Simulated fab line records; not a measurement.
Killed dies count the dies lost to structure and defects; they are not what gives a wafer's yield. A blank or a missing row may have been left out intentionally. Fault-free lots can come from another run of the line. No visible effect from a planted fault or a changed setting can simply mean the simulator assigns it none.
fab line records || flow sky130 || part 2 of 2: steps 25 to 32 of 32
[record] {"lots": 5, "wafers": 15, "last_day": 50}
route steps=708 shown VT_ADJUST_HVTP@93 VT_ADJUST_LVTN@97 VT_ADJUST_NCORE@119
lots with no fault: from the same line, run without faults
start_h: hours from the record's first day to the start of the lot's first wafer shown || wait_h: hours since the lot's step before || " the same as in the row above || L1.1+2: several wafers, shown together as one row || - no value, or no start given || * or withheld: withheld || < > ~ a bound
route shown NAME@n: names a module that has steps shown in the file, with the first one's number in the route || usual: the fault-free wafers' mean and standard deviation || same: alike in all rows || chamber/n: place in a boat || sites: each site's reading || _std_site: standard deviation across them || _edge_site: outer sites' mean less inner sites' || radius_mm: for every site, how far away it sits from the centre of the wafer || mask NAME#n: copy n || behind: the most recent tool/chamber to have shaped the wafer || hold: why the lot went on hold/how many hours it stayed there/how the hold came to an end || device: the n, p or np transistor that did not switch || end of line: tests run on the same wafers once the route is complete || a step without rows: its recipe alone || killed: the dies lost at the first sort to structure and to defects; this is not the yield of the wafer || map: dies across one wafer; x = killed, . = not, _ = none there
set.NAME: the setting the step ran with; set.NAME@STEP: the setting that earlier step ran with || model.NAME: the simulator's own value behind a step, which no gauge read
lots at selected steps of the route; one table per step, one row per wafer
services: when a tool's chamber went out of use (start_h, in hours from the record's first day, below 0 if earlier), for how many hours, and the reason
[[steps]]
[step SKY_VT_ADJUST_LVTN_STRIP_20]
[recipe] {"chemistry": "O2/N2", "power_w": 1400, "pressure_mtorr": 1500, "platen_temp_c": "withheld", "o2_flow_sccm": 3000, "n2_flow_sccm": 300, "overash_fraction": 0.5}
[usual] {"chamber_pressure_mTorr": "1500.0/1.5", "drypump_motor_current_A": "5.6/0.51", "oes_product_au": "0.716/0.0045", "strip_time_to_endpoint_s": "14.17/0.038"}
{"lot.wafer": "L074.1", "tool": "plasma_asher-03", "chamber": 0, "start_h": 162.42, "wait_h": 0.1, "chamber_pressure_mTorr": 1499.4, "drypump_motor_current_A": 6.7, "oes_product_au": 0.716, "rf_hours_counter_h": 4, "strip_time_to_endpoint_s": 14.22}
{"lot.wafer": "L074.2", "tool": "plasma_asher-03", "chamber": 1, "start_h": 162.42, "wait_h": 0.1, "chamber_pressure_mTorr": 1499.1, "drypump_motor_current_A": 5.9, "oes_product_au": 0.712, "rf_hours_counter_h": 4, "strip_time_to_endpoint_s": 14.19}
{"lot.wafer": "L074.3", "tool": "plasma_asher-03", "chamber": 1, "start_h": 162.42, "wait_h": 0.1, "chamber_pressure_mTorr": 1501.5, "drypump_motor_current_A": 5.9, "oes_product_au": 0.710, "rf_hours_counter_h": "-", "strip_time_to_endpoint_s": 14.21}
{"lot.wafer": "L083.4", "tool": "plasma_asher-02", "chamber": 0, "start_h": 223.39, "wait_h": 0.1, "chamber_pressure_mTorr": 1499.0, "drypump_motor_current_A": 5.6, "oes_product_au": 0.710, "rf_hours_counter_h": "-", "strip_time_to_endpoint_s": 14.14}
{"lot.wafer": "L083.5", "tool": "plasma_asher-02", "chamber": 0, "start_h": 223.39, "wait_h": 0.1, "chamber_pressure_mTorr": 1500.7, "drypump_motor_current_A": 5.6, "oes_product_au": 0.713, "rf_hours_counter_h": "-", "strip_time_to_endpoint_s": 14.16}
{"lot.wafer": "L083.6", "tool": "plasma_asher-02", "chamber": 1, "start_h": 223.39, "wait_h": 0.1, "chamber_pressure_mTorr": 1501.4, "drypump_motor_current_A": 5.4, "oes_product_au": 0.712, "rf_hours_counter_h": "-", "strip_time_to_endpoint_s": 14.15}
{"lot.wafer": "L086.1", "tool": "plasma_asher-02", "chamber": 1, "start_h": 239.87, "wait_h": 0.1, "chamber_pressure_mTorr": 1499.7, "drypump_motor_current_A": 5.4, "oes_product_au": 0.716, "rf_hours_counter_h": 57, "strip_time_to_endpoint_s": 14.15}
{"lot.wafer": "L086.5", "tool": "plasma_asher-02", "chamber": 0, "start_h": 239.87, "wait_h": 0.1, "chamber_pressure_mTorr": 1501.6, "drypump_motor_current_A": 5.6, "oes_product_au": 0.722, "rf_hours_counter_h": "-", "strip_time_to_endpoint_s": 14.16}
{"lot.wafer": "L086.6", "tool": "plasma_asher-02", "chamber": 1, "start_h": 239.87, "wait_h": 0.1, "chamber_pressure_mTorr": 1500.4, "drypump_motor_current_A": 5.4, "oes_product_au": 0.716, "rf_hours_counter_h": "-", "strip_time_to_endpoint_s": 14.11}
{"lot.wafer": "L091.2", "tool": "plasma_asher-02", "chamber": 0, "start_h": 280.40, "wait_h": 0.1, "chamber_pressure_mTorr": 1500.5, "drypump_motor_current_A": 5.6, "oes_product_au": 0.719, "rf_hours_counter_h": 61, "strip_time_to_endpoint_s": 14.19}
{"lot.wafer": "L091.3", "tool": "plasma_asher-02", "chamber": 0, "start_h": 280.40, "wait_h": 0.1, "chamber_pressure_mTorr": 1498.8, "drypump_motor_current_A": 5.6, "oes_product_au": 0.718, "rf_hours_counter_h": "-", "strip_time_to_endpoint_s": 14.19}
{"lot.wafer": "L091.5", "tool": "plasma_asher-02", "chamber": 1, "start_h": 280.40, "wait_h": 0.1, "chamber_pressure_mTorr": 1499.7, "drypump_motor_current_A": 5.4, "oes_product_au": 0.717, "rf_hours_counter_h": "-", "strip_time_to_endpoint_s": 14.16}
{"lot.wafer": "L096.2", "tool": "plasma_asher-04", "chamber": 1, "start_h": 312.50, "wait_h": 0.1, "chamber_pressure_mTorr": 1502.5, "drypump_motor_current_A": 5.3, "oes_product_au": 0.713, "rf_hours_counter_h": 48, "strip_time_to_endpoint_s": 14.14}
{"lot.wafer": "L096.3", "tool": "plasma_asher-04", "chamber": 1, "start_h": 312.50, "wait_h": 0.1, "chamber_pressure_mTorr": 1501.7, "drypump_motor_current_A": 5.3, "oes_product_au": 0.719, "rf_hours_counter_h": "-", "strip_time_to_endpoint_s": 14.16}
{"lot.wafer": "L096.5", "tool": "plasma_asher-04", "chamber": 1, "start_h": 312.50, "wait_h": 0.1, "chamber_pressure_mTorr": 1498.4, "drypump_motor_current_A": 5.3, "oes_product_au": 0.712, "rf_hours_counter_h": "-", "strip_time_to_endpoint_s": 14.15}
[step SKY_VT_ADJUST_LVTN_TW_MEAS_21]
[usual] {"VT_ADJUST_LVTN_2_TW": "188.1/1.4"}
{"lot.wafer": "L074.1", "tool": "film_metro-02", "chamber": "-", "start_h": 162.52, "wait_h": 0.1, "VT_ADJUST_LVTN_2_TW": 189.7}
{"lot.wafer": "L074.2", "tool": "film_metro-02", "chamber": "-", "start_h": 162.52, "wait_h": 0.1, "VT_ADJUST_LVTN_2_TW": 188.9}
{"lot.wafer": "L074.3", "tool": "film_metro-02", "chamber": "-", "start_h": 162.52, "wait_h": 0.1, "VT_ADJUST_LVTN_2_TW": 189.1}
{"lot.wafer": "L083.4", "tool": "film_metro-04", "chamber": "-", "start_h": 223.48, "wait_h": 0.1, "VT_ADJUST_LVTN_2_TW": 186.8}
{"lot.wafer": "L083.5", "tool": "film_metro-04", "chamber": "-", "start_h": 223.48, "wait_h": 0.1, "VT_ADJUST_LVTN_2_TW": 186.0}
{"lot.wafer": "L083.6", "tool": "film_metro-04", "chamber": "-", "start_h": 223.48, "wait_h": 0.1, "VT_ADJUST_LVTN_2_TW": 187.2}
{"lot.wafer": "L086.1", "tool": "film_metro-04", "chamber": "-", "start_h": 239.97, "wait_h": 0.1, "VT_ADJUST_LVTN_2_TW": 185.5}
{"lot.wafer": "L086.5", "tool": "film_metro-04", "chamber": "-", "start_h": 239.97, "wait_h": 0.1, "VT_ADJUST_LVTN_2_TW": 187.4}
{"lot.wafer": "L086.6", "tool": "film_metro-04", "chamber": "-", "start_h": 239.97, "wait_h": 0.1, "VT_ADJUST_LVTN_2_TW": 186.3}
{"lot.wafer": "L091.2", "tool": "film_metro-03", "chamber": "-", "start_h": 280.51, "wait_h": 0.1, "VT_ADJUST_LVTN_2_TW": 190.0}
{"lot.wafer": "L091.3", "tool": "film_metro-03", "chamber": "-", "start_h": 280.51, "wait_h": 0.1, "VT_ADJUST_LVTN_2_TW": 189.4}
{"lot.wafer": "L091.5", "tool": "film_metro-03", "chamber": "-", "start_h": 280.51, "wait_h": 0.1, "VT_ADJUST_LVTN_2_TW": 188.4}
{"lot.wafer": "L096.2", "tool": "film_metro-04", "chamber": "-", "start_h": 312.61, "wait_h": 0.1, "VT_ADJUST_LVTN_2_TW": 187.6}
{"lot.wafer": "L096.3", "tool": "film_metro-04", "chamber": "-", "start_h": 312.61, "wait_h": 0.1, "VT_ADJUST_LVTN_2_TW": 186.8}
{"lot.wafer": "L096.5", "tool": "film_metro-04", "chamber": "-", "start_h": 312.61, "wait_h": 0.1, "VT_ADJUST_LVTN_2_TW": 187.7}
[step SKY_VT_ADJUST_NCORE_DEHYDRATE_00]
[recipe] {"temp_c": 200, "time_s": 60}
[usual] {"chill_plate_temp_C": "22.98/0.11"}
{"lot.wafer": "L074.1", "tool": "litho_track-02", "chamber": 0, "start_h": 172.12, "wait_h": 9.6, "chill_plate_temp_C": 23.03}
{"lot.wafer": "L074.2", "tool": "litho_track-02", "chamber": 0, "start_h": 172.12, "wait_h": 9.6, "chill_plate_temp_C": 23.24}
{"lot.wafer": "L074.3", "tool": "litho_track-02", "chamber": 0, "start_h": 172.12, "wait_h": 9.6, "chill_plate_temp_C": 23.05}
{"lot.wafer": "L083.4", "tool": "litho_track-02", "chamber": 0, "start_h": 233.54, "wait_h": 10.0, "chill_plate_temp_C": 23.02}
{"lot.wafer": "L083.5", "tool": "litho_track-02", "chamber": 0, "start_h": 233.54, "wait_h": 10.0, "chill_plate_temp_C": 23.05}
{"lot.wafer": "L083.6", "tool": "litho_track-02", "chamber": 0, "start_h": 233.54, "wait_h": 10.0, "chill_plate_temp_C": 23.15}
{"lot.wafer": "L086.1", "tool": "litho_track-01", "chamber": 0, "start_h": 250.62, "wait_h": 10.6, "chill_plate_temp_C": 23.03}
{"lot.wafer": "L086.5", "tool": "litho_track-01", "chamber": 0, "start_h": 250.62, "wait_h": 10.6, "chill_plate_temp_C": 22.80}
{"lot.wafer": "L086.6", "tool": "litho_track-01", "chamber": 0, "start_h": 250.62, "wait_h": 10.6, "chill_plate_temp_C": 23.05}
{"lot.wafer": "L091.2", "tool": "litho_track-02", "chamber": 0, "start_h": 291.79, "wait_h": 11.3, "chill_plate_temp_C": 22.94}
{"lot.wafer": "L091.3", "tool": "litho_track-02", "chamber": 0, "start_h": 291.79, "wait_h": 11.3, "chill_plate_temp_C": 23.21}
{"lot.wafer": "L091.5", "tool": "litho_track-02", "chamber": 0, "start_h": 291.79, "wait_h": 11.3, "chill_plate_temp_C": 22.93}
{"lot.wafer": "L096.2", "tool": "litho_track-02", "chamber": 0, "start_h": 325.64, "wait_h": 13.0, "chill_plate_temp_C": 23.06}
{"lot.wafer": "L096.3", "tool": "litho_track-02", "chamber": 0, "start_h": 325.64, "wait_h": 13.0, "chill_plate_temp_C": 23.09}
{"lot.wafer": "L096.5", "tool": "litho_track-02", "chamber": 0, "start_h": 325.64, "wait_h": 13.0, "chill_plate_temp_C": 23.01}
[step SKY_VT_ADJUST_NCORE_HMDS_01]
[recipe] {"prime_time_s": 60, "prime_temp_c": 120}
[usual] {"chill_plate_temp_C": "22.99/0.093"}
{"lot.wafer": "L074.1", "tool": "litho_track-02", "chamber": 0, "start_h": 172.27, "wait_h": 0.1, "chill_plate_temp_C": 22.91}
{"lot.wafer": "L074.2", "tool": "litho_track-02", "chamber": 0, "start_h": 172.27, "wait_h": 0.1, "chill_plate_temp_C": 22.98}
{"lot.wafer": "L074.3", "tool": "litho_track-02", "chamber": 0, "start_h": 172.27, "wait_h": 0.1, "chill_plate_temp_C": 22.93}
{"lot.wafer": "L083.4", "tool": "litho_track-02", "chamber": 0, "start_h": 233.69, "wait_h": 0.1, "chill_plate_temp_C": 23.10}
{"lot.wafer": "L083.5", "tool": "litho_track-02", "chamber": 0, "start_h": 233.69, "wait_h": 0.1, "chill_plate_temp_C": 22.95}
{"lot.wafer": "L083.6", "tool": "litho_track-02", "chamber": 0, "start_h": 233.69, "wait_h": 0.1, "chill_plate_temp_C": 23.07}
{"lot.wafer": "L086.1", "tool": "litho_track-01", "chamber": 0, "start_h": 250.77, "wait_h": 0.1, "chill_plate_temp_C": 22.96}
{"lot.wafer": "L086.5", "tool": "litho_track-01", "chamber": 0, "start_h": 250.77, "wait_h": 0.1, "chill_plate_temp_C": 22.90}
{"lot.wafer": "L086.6", "tool": "litho_track-01", "chamber": 0, "start_h": 250.77, "wait_h": 0.1, "chill_plate_temp_C": 23.07}
{"lot.wafer": "L091.2", "tool": "litho_track-02", "chamber": 0, "start_h": 291.94, "wait_h": 0.1, "chill_plate_temp_C": 23.19}
{"lot.wafer": "L091.3", "tool": "litho_track-02", "chamber": 0, "start_h": 291.94, "wait_h": 0.1, "chill_plate_temp_C": 22.95}
{"lot.wafer": "L091.5", "tool": "litho_track-02", "chamber": 0, "start_h": 291.94, "wait_h": 0.1, "chill_plate_temp_C": 23.00}
{"lot.wafer": "L096.2", "tool": "litho_track-02", "chamber": 0, "start_h": 325.79, "wait_h": 0.1, "chill_plate_temp_C": 23.03}
{"lot.wafer": "L096.3", "tool": "litho_track-02", "chamber": 0, "start_h": 325.79, "wait_h": 0.1, "chill_plate_temp_C": 23.00}
{"lot.wafer": "L096.5", "tool": "litho_track-02", "chamber": 0, "start_h": 325.79, "wait_h": 0.1, "chill_plate_temp_C": 22.94}
[step SKY_VT_ADJUST_NCORE_COAT_02]
[recipe] {"resist": "NOVOLAK", "spin_rpm": 3000, "resist_thk_nm": 1140}
[usual] {"chill_plate_temp_C": "23.00/0.1"}
{"lot.wafer": "L074.1", "tool": "litho_track-02", "chamber": 0, "start_h": 172.42, "wait_h": 0.1, "chill_plate_temp_C": 23.14}
{"lot.wafer": "L074.2", "tool": "litho_track-02", "chamber": 0, "start_h": 172.42, "wait_h": 0.1, "chill_plate_temp_C": 22.99}
{"lot.wafer": "L074.3", "tool": "litho_track-02", "chamber": 0, "start_h": 172.42, "wait_h": 0.1, "chill_plate_temp_C": 23.15}
{"lot.wafer": "L083.4", "tool": "litho_track-02", "chamber": 0, "start_h": 233.84, "wait_h": 0.1, "chill_plate_temp_C": 22.90}
{"lot.wafer": "L083.5", "tool": "litho_track-02", "chamber": 0, "start_h": 233.84, "wait_h": 0.1, "chill_plate_temp_C": 23.03}
{"lot.wafer": "L083.6", "tool": "litho_track-02", "chamber": 0, "start_h": 233.84, "wait_h": 0.1, "chill_plate_temp_C": 23.15}
{"lot.wafer": "L086.1", "tool": "litho_track-01", "chamber": 0, "start_h": 250.92, "wait_h": 0.1, "chill_plate_temp_C": 22.77}
{"lot.wafer": "L086.5", "tool": "litho_track-01", "chamber": 0, "start_h": 250.92, "wait_h": 0.1, "chill_plate_temp_C": 22.89}
{"lot.wafer": "L086.6", "tool": "litho_track-01", "chamber": 0, "start_h": 250.92, "wait_h": 0.1, "chill_plate_temp_C": 22.86}
{"lot.wafer": "L091.2", "tool": "litho_track-02", "chamber": 0, "start_h": 292.09, "wait_h": 0.1, "chill_plate_temp_C": 22.94}
{"lot.wafer": "L091.3", "tool": "litho_track-02", "chamber": 0, "start_h": 292.09, "wait_h": 0.1, "chill_plate_temp_C": 23.11}
{"lot.wafer": "L091.5", "tool": "litho_track-02", "chamber": 0, "start_h": 292.09, "wait_h": 0.1, "chill_plate_temp_C": 23.00}
{"lot.wafer": "L096.2", "tool": "litho_track-02", "chamber": 0, "start_h": 325.94, "wait_h": 0.1, "chill_plate_temp_C": 22.81}
{"lot.wafer": "L096.3", "tool": "litho_track-02", "chamber": 0, "start_h": 325.94, "wait_h": 0.1, "chill_plate_temp_C": 23.12}
{"lot.wafer": "L096.5", "tool": "litho_track-02", "chamber": 0, "start_h": 325.94, "wait_h": 0.1, "chill_plate_temp_C": 22.99}
[step SKY_VT_ADJUST_NCORE_SOFTBAKE_03]
[recipe] {"temp_c": 90, "time_s": 60, "resist": "NOVOLAK"}
[usual] {"chill_plate_temp_C": "22.98/0.11"}
{"lot.wafer": "L074.1", "tool": "litho_track-02", "chamber": 0, "start_h": 172.57, "wait_h": 0.1, "chill_plate_temp_C": 23.11}
{"lot.wafer": "L074.2", "tool": "litho_track-02", "chamber": 0, "start_h": 172.57, "wait_h": 0.1, "chill_plate_temp_C": 22.88}
{"lot.wafer": "L074.3", "tool": "litho_track-02", "chamber": 0, "start_h": 172.57, "wait_h": 0.1, "chill_plate_temp_C": 23.00}
{"lot.wafer": "L083.4", "tool": "litho_track-02", "chamber": 0, "start_h": 233.99, "wait_h": 0.1, "chill_plate_temp_C": 22.99}
{"lot.wafer": "L083.5", "tool": "litho_track-02", "chamber": 0, "start_h": 233.99, "wait_h": 0.1, "chill_plate_temp_C": 23.04}
{"lot.wafer": "L083.6", "tool": "litho_track-02", "chamber": 0, "start_h": 233.99, "wait_h": 0.1, "chill_plate_temp_C": 23.06}
{"lot.wafer": "L086.1", "tool": "litho_track-01", "chamber": 0, "start_h": 251.07, "wait_h": 0.1, "chill_plate_temp_C": 22.91}
{"lot.wafer": "L086.5", "tool": "litho_track-01", "chamber": 0, "start_h": 251.07, "wait_h": 0.1, "chill_plate_temp_C": 22.94}
{"lot.wafer": "L086.6", "tool": "litho_track-01", "chamber": 0, "start_h": 251.07, "wait_h": 0.1, "chill_plate_temp_C": 23.01}
{"lot.wafer": "L091.2", "tool": "litho_track-02", "chamber": 0, "start_h": 292.24, "wait_h": 0.1, "chill_plate_temp_C": 22.94}
{"lot.wafer": "L091.3", "tool": "litho_track-02", "chamber": 0, "start_h": 292.24, "wait_h": 0.1, "chill_plate_temp_C": 22.91}
{"lot.wafer": "L091.5", "tool": "litho_track-02", "chamber": 0, "start_h": 292.24, "wait_h": 0.1, "chill_plate_temp_C": 22.87}
{"lot.wafer": "L096.2", "tool": "litho_track-02", "chamber": 0, "start_h": 326.09, "wait_h": 0.1, "chill_plate_temp_C": 23.07}
{"lot.wafer": "L096.3", "tool": "litho_track-02", "chamber": 0, "start_h": 326.09, "wait_h": 0.1, "chill_plate_temp_C": 22.83}
{"lot.wafer": "L096.5", "tool": "litho_track-02", "chamber": 0, "start_h": 326.09, "wait_h": 0.1, "chill_plate_temp_C": 22.83}
[step SKY_VT_ADJUST_NCORE_EXPOSE_04]
[recipe] {"mask_id": "LVTN_COMPLEMENT_THIN", "na": 0.6, "source_shape": "conventional", "sigma_outer": 0.6, "polarization": "unpolarized", "target_cd_nm": 380, "dose_mj": 139}
[usual] {"reticle_temp_C": "22.99/0.12"}
{"lot.wafer": "L074.1", "tool": "iline_stepper-02", "chamber": 0, "start_h": "-", "wait_h": "-", "mask": "LVTN_COMPLEMENT_THIN#0", "reticle_temp_C": 23.04}
{"lot.wafer": "L074.2", "tool": "iline_stepper-02", "chamber": 0, "start_h": "-", "wait_h": "-", "mask": "LVTN_COMPLEMENT_THIN#0", "reticle_temp_C": 23.11}
{"lot.wafer": "L074.3", "tool": "iline_stepper-02", "chamber": 0, "start_h": "-", "wait_h": "-", "mask": "LVTN_COMPLEMENT_THIN#0", "reticle_temp_C": 23.18}
{"lot.wafer": "L083.4", "tool": "iline_stepper-02", "chamber": 0, "start_h": "-", "wait_h": "-", "mask": "LVTN_COMPLEMENT_THIN#0", "reticle_temp_C": 22.81}
{"lot.wafer": "L083.5", "tool": "iline_stepper-02", "chamber": 0, "start_h": "-", "wait_h": "-", "mask": "LVTN_COMPLEMENT_THIN#0", "reticle_temp_C": 22.97}
{"lot.wafer": "L083.6", "tool": "iline_stepper-02", "chamber": 0, "start_h": "-", "wait_h": "-", "mask": "LVTN_COMPLEMENT_THIN#0", "reticle_temp_C": 22.91}
{"lot.wafer": "L086.1", "tool": "iline_stepper-01", "chamber": 0, "start_h": "-", "wait_h": "-", "mask": "LVTN_COMPLEMENT_THIN#0", "reticle_temp_C": 22.94}
{"lot.wafer": "L086.5", "tool": "iline_stepper-01", "chamber": 0, "start_h": "-", "wait_h": "-", "mask": "LVTN_COMPLEMENT_THIN#0", "reticle_temp_C": 22.89}
{"lot.wafer": "L086.6", "tool": "iline_stepper-01", "chamber": 0, "start_h": "-", "wait_h": "-", "mask": "LVTN_COMPLEMENT_THIN#0", "reticle_temp_C": 22.98}
{"lot.wafer": "L091.2", "tool": "iline_stepper-02", "chamber": 0, "start_h": "-", "wait_h": "-", "mask": "LVTN_COMPLEMENT_THIN#0", "reticle_temp_C": 23.12}
{"lot.wafer": "L091.3", "tool": "iline_stepper-02", "chamber": 0, "start_h": "-", "wait_h": "-", "mask": "LVTN_COMPLEMENT_THIN#0", "reticle_temp_C": 22.94}
{"lot.wafer": "L091.5", "tool": "iline_stepper-02", "chamber": 0, "start_h": "-", "wait_h": "-", "mask": "LVTN_COMPLEMENT_THIN#0", "reticle_temp_C": 23.00}
{"lot.wafer": "L096.2", "tool": "iline_stepper-01", "chamber": 0, "start_h": "-", "wait_h": "-", "mask": "LVTN_COMPLEMENT_THIN#0", "reticle_temp_C": 22.89}
{"lot.wafer": "L096.3", "tool": "iline_stepper-01", "chamber": 0, "start_h": "-", "wait_h": "-", "mask": "LVTN_COMPLEMENT_THIN#0", "reticle_temp_C": 22.87}
{"lot.wafer": "L096.5", "tool": "iline_stepper-01", "chamber": 0, "start_h": "-", "wait_h": "-", "mask": "LVTN_COMPLEMENT_THIN#0", "reticle_temp_C": 23.18}
[step SKY_VT_ADJUST_NCORE_PEB_05]
[recipe] {"temp_c": "withheld", "time_s": "*", "resist": "NOVOLAK"}
[usual] {"chill_plate_temp_C": "*"}
{"lot.wafer": "L074.1", "tool": "litho_track-01", "chamber": 0, "start_h": "-", "wait_h": "-", "chill_plate_temp_C": "*"}
{"lot.wafer": "L074.2", "tool": "litho_track-01", "chamber": 0, "start_h": "-", "wait_h": "-", "chill_plate_temp_C": "*"}
{"lot.wafer": "L074.3", "tool": "litho_track-01", "chamber": 0, "start_h": "-", "wait_h": "-", "chill_plate_temp_C": "*"}
{"lot.wafer": "L083.4", "tool": "litho_track-04", "chamber": 0, "start_h": "-", "wait_h": "-", "chill_plate_temp_C": "*"}
{"lot.wafer": "L083.5", "tool": "litho_track-04", "chamber": 0, "start_h": "-", "wait_h": "-", "chill_plate_temp_C": "*"}
{"lot.wafer": "L083.6", "tool": "litho_track-04", "chamber": 0, "start_h": "-", "wait_h": "-", "chill_plate_temp_C": "*"}
{"lot.wafer": "L086.1", "tool": "litho_track-02", "chamber": 0, "start_h": "-", "wait_h": "-", "chill_plate_temp_C": "*"}
{"lot.wafer": "L086.5", "tool": "litho_track-02", "chamber": 0, "start_h": "-", "wait_h": "-", "chill_plate_temp_C": "*"}
{"lot.wafer": "L086.6", "tool": "litho_track-02", "chamber": 0, "start_h": "-", "wait_h": "-", "chill_plate_temp_C": "*"}
{"lot.wafer": "L091.2", "tool": "litho_track-02", "chamber": 0, "start_h": "-", "wait_h": "-", "chill_plate_temp_C": "*"}
{"lot.wafer": "L091.3", "tool": "litho_track-02", "chamber": 0, "start_h": "-", "wait_h": "-", "chill_plate_temp_C": "*"}
{"lot.wafer": "L091.5", "tool": "litho_track-02", "chamber": 0, "start_h": "-", "wait_h": "-", "chill_plate_temp_C": "*"}
{"lot.wafer": "L096.2", "tool": "litho_track-04", "chamber": 0, "start_h": "-", "wait_h": "-", "chill_plate_temp_C": "*"}
{"lot.wafer": "L096.3", "tool": "litho_track-04", "chamber": 0, "start_h": "-", "wait_h": "-", "chill_plate_temp_C": "*"}
{"lot.wafer": "L096.5", "tool": "litho_track-04", "chamber": 0, "start_h": "-", "wait_h": "-", "chill_plate_temp_C": "*"}
[[services]]
{"tool": "iline_stepper-01", "chamber": "-", "start_h": 105.33, "hours": 1.7, "kind": "pm"}
{"tool": "plasma_asher-03", "chamber": "-", "start_h": 108.75, "hours": 9.0, "kind": "pm"}
{"tool": "plasma_asher-03", "chamber": 0, "start_h": 108.75, "hours": 9.0, "kind": "vent_cycle"}
{"tool": "plasma_asher-03", "chamber": 1, "start_h": 108.75, "hours": 9.0, "kind": "vent_cycle"}
{"tool": "plasma_asher-03", "chamber": 0, "start_h": 117.75, "hours": "-", "kind": "clean"}
{"tool": "plasma_asher-03", "chamber": 1, "start_h": 117.75, "hours": "-", "kind": "clean"}
{"tool": "iline_stepper-02", "chamber": "-", "start_h": 120.65, "hours": 1.7, "kind": "pm"}
{"tool": "implanter-04", "chamber": "-", "start_h": 122.67, "hours": 2.4, "kind": "pm"}
{"tool": "implanter-01", "chamber": "-", "start_h": 128.34, "hours": 5.1, "kind": "pm"}
{"tool": "implanter-03", "chamber": "-", "start_h": 145.31, "hours": 2.1, "kind": "pm"}
{"tool": "iline_stepper-01", "chamber": 0, "start_h": 158.69, "hours": "-", "kind": "calibration"}
{"tool": "plasma_asher-03", "chamber": "-", "start_h": 167.15, "hours": 4.1, "kind": "repair"}
{"tool": "iline_stepper-02", "chamber": "-", "start_h": 168.08, "hours": 3.4, "kind": "repair"}
{"tool": "implanter-03", "chamber": "-", "start_h": 195.87, "hours": 3.2, "kind": "repair"}
{"tool": "iline_stepper-02", "chamber": 0, "start_h": 204.76, "hours": "-", "kind": "calibration"}
{"tool": "plasma_asher-04", "chamber": "-", "start_h": 225.64, "hours": 15.6, "kind": "pm"}
{"tool": "implanter-03", "chamber": "-", "start_h": 270.97, "hours": 3.7, "kind": "pm"}
{"tool": "plasma_asher-03", "chamber": "-", "start_h": 276.32, "hours": 14.2, "kind": "repair"}
{"tool": "plasma_asher-01", "chamber": "-", "start_h": 281.42, "hours": 0.8, "kind": "repair"}
{"tool": "implanter-01", "chamber": "-", "start_h": 288.07, "hours": 1.2, "kind": "repair"}
{"tool": "implanter-03", "chamber": "-", "start_h": 290.17, "hours": 13.3, "kind": "pm"}
{"tool": "iline_stepper-01", "chamber": "-", "start_h": 311.66, "hours": 1.7, "kind": "pm"}
{"tool": "implanter-03", "chamber": "-", "start_h": 317.32, "hours": 2.5, "kind": "repair"}
{"tool": "implanter-03", "chamber": "-", "start_h": 326.75, "hours": 0.8, "kind": "repair"}
